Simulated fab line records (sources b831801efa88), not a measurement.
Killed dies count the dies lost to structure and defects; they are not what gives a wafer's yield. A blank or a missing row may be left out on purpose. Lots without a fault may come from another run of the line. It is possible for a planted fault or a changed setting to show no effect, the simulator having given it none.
Code-filled problem report in 8D (eight disciplines) form | flow sky130 | the parts of the form that need people (team, actions taken, sign-off) are left out

## 1. WHAT WENT WRONG
Mean of killed-at-other at SKY_PAD_OPEN_PROBE_99: 64.5 across 4 wafers in 2 lots; on wafers with no fault it is 0.3 (standard deviation 0.58). That is +99 or more standard deviations from the usual mean.
Earliest sighting: wafer L837.1 on prober-02 at day 50 17:58. The record has a number at this step for 36 wafers belonging to 12 lots. Rule for "out" (also "out of limits"): further than 4 standard deviations from the usual mean. Any other wafer with a number is counted as sound.

## 2. WHAT IT IS, WHAT IT ISN'T
question                    | is                                                                                                                         | is not
which readings at this step | killed-at-other, defect-limited-yield, killed-dies, sort_bin_3_pad_short, sort_bin_5_function, sort-n-pass, sort-yield-pct | killed_at_M0_to_M3, killed_at_M4_up, killed-at-contacts, killed-at-front-end, killed-open, sort_bin_6_memory
which lots                  | L837, L838                                                                                                                 | L816, L818, L819, L820, L822, L823, L826, L827, L828, L835
which wafers of those lots  | L837.1, L837.6, L838.3, L838.6                                                                                             | L837.2, L838.5
read on which tools         | prober-01, prober-02                                                                                                       | -
when                        | from day 50 17:58                                                                                                          | up to then (30 sound wafers); but 2 sound wafers of L837, L838 came after

## 3. THE SUSPECTS, EACH WITH WHAT RULES IT OUT
Counting: any tool at a process step up to the reading remains a suspect provided it ran every lot that is out. Sound lots after the first of them don't rule it out here, since some wafers of a struck lot are sound.
- pvd-sputter-02 at SKY_METAL4_SPUTTER_03 (material Ti, target thk 5 nm, time 3.3 s): kept. Every lot that is out went through it, the first being L837 (day 45 19:57); the last sound lot it ran before that was L835 (day 45 04:09).
- plasma-asher-01 at SKY_PAD_OPEN_STRIP_08 (strips in O2/N2): kept. Every lot that is out went through it, the first being L837 (day 50 15:44); the last sound lot it ran before that was L828 (day 49 02:49).
- The sound lot-mates ran in chamber 1 of plasma-asher-01 at SKY_PAD_OPEN_STRIP_08, but the wafers that are out ran in chamber 0.
After counting, pvd-sputter-02 at SKY_METAL4_SPUTTER_03 and plasma-asher-01 at SKY_PAD_OPEN_STRIP_08 remain.

## 4. THE CAUSE (what the simulator had put in)
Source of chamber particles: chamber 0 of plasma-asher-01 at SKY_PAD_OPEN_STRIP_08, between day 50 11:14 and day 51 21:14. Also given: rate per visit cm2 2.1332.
Counting leaves 2 suspects; this tool is one of them.

## 5. THE EFFECT CHAIN, in route order
One row per reading whose mean, taken over the struck wafers that have a number, lies over 3 standard deviations from the usual. Only readings for which the record gives a usual standard deviation are gone through. hours: the time from each lot's start at the first step in this table that gives one to its start at this step, as a median over the lots. sigmas: the change in usual standard deviations.
hours | step                  | reading              | usual  | on struck wafers | change | sigmas
0     | SKY_PAD_OPEN_PROBE_99 | defect-limited-yield | 82.5 % | 71.7             | -10.8  | -6.0
0     | SKY_PAD_OPEN_PROBE_99 | killed-at-other      | 0.3    | 64.5             | +64.2  | +99 or more
0     | SKY_PAD_OPEN_PROBE_99 | killed-dies          | 86     | 139              | +53    | +6.2
0     | SKY_PAD_OPEN_PROBE_99 | sort_bin_3_pad_short | 0.8 %  | 5.6              | +4.8   | +13
0     | SKY_PAD_OPEN_PROBE_99 | sort_bin_5_function  | 10.4 % | 16.9             | +6.5   | +5.0
0     | SKY_PAD_OPEN_PROBE_99 | sort-n-pass          | 406    | 353              | -53    | -6.2
0     | SKY_PAD_OPEN_PROBE_99 | sort-yield-pct       | 82.5 % | 71.7             | -10.8  | -6.0
Process steps it contains:
- SKY_PAD_OPEN_PROBE_99

## 6. WHAT WOULD HAVE CAUGHT IT SOONER
First out-of-limits reading in this record: day 50 17:58, which is 7 hours after fault onset at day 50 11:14.
An alarm limit of 4 standard deviations would not have fired on the tool readings at SKY_PAD_OPEN_STRIP_08 for which the record gives a usual standard deviation, since none of them was out on any struck wafer.
Of the lots that are out (2), L838 began SKY_PAD_OPEN_STRIP_08 on plasma-asher-01 after day 50 17:58. It would have been spared by a hold on the tool at that moment.
